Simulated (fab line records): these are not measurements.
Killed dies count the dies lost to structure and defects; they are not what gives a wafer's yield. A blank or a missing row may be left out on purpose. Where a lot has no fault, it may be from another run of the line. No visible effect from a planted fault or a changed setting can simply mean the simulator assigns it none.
A single fault, viewed from 2 desks -- flow sfq line -- numbers are kept per desk, each desk with only its own; the story behind them comes last

== AT THE METROLOGY DESK ==
Lot by lot, what the gauges showed, no matter which tool ran the lot: averages of those sampled wafers that carry a number. A lot is out of limits, marked OUT, if its mean lies more than 4 standard deviations from the usual mean; the brackets give that distance.
Columns: A = R5_MONX_RS at SFQ_R5_RS_MEAS_933, usual 7.05 ohm/sq; B = R5_MONX_THK at SFQ_R5_THK_MEAS_934, usual 39.4 nm; C = R5_OVL at SFQ_R5_OVL_MEAS_935, usual 0 nm; D = I5_OVL at SFQ_I5_OVL_MEAS_936, usual 1 nm; E = C5_OVL at SFQ_C5_OVL_MEAS_937, usual -2 nm; F = M8_BOW at SFQ_M8_BOW_MEAS_951, usual 6 um
lot,first seen here,A,B,C,D,E,F
L379,day 58 11:13,6.97,39.9,2,1,-2,3
L380,day 58 15:00,7.14,39.0,-1,2,-2,-0
L382,day 59 17:11,6.95,40.4,-1,-8,-4,0
L383,day 62 01:31,7.00,39.6,8,-2,9,16
L391,day 63 19:35,7.14,38.8,0,1,-1,0
L392,day 64 02:50,7.09,39.1,2,6,2,17
L393,day 64 14:44,7.08,39.6,-6,3,-2,-13
Result from this desk: across the 7 lots, nothing is out of limits.

== THE TOOL OWNER'S DESK: krf scanner-01 ==
The tool's own readings at SFQ_TRILAYER_R5_LITHO_EXPOSE_137 (exposes mask R5, target cd 500 nm): means of the sampled wafers that have a number, for each lot that ran on this tool. A lot is out of limits, marked OUT, if its mean lies more than 4 standard deviations from the usual mean; the brackets give that distance.
Columns: A = focus offset nm at SFQ_TRILAYER_R5_LITHO_EXPOSE_137, usual 0.0 nm
lot,first seen here,A
L391,day 68 10:55,0.1
L392,day 68 16:31,0.2
L393,day 69 05:43,0.6
Result from this desk: across the 3 lots, nothing is out of limits.

== ALL TOGETHER ==
The metrology desk saw nothing out of limits.
Nothing out of limits was seen by the tool owner's desk.

== WHAT THE SIMULATOR HAD INSERTED ==
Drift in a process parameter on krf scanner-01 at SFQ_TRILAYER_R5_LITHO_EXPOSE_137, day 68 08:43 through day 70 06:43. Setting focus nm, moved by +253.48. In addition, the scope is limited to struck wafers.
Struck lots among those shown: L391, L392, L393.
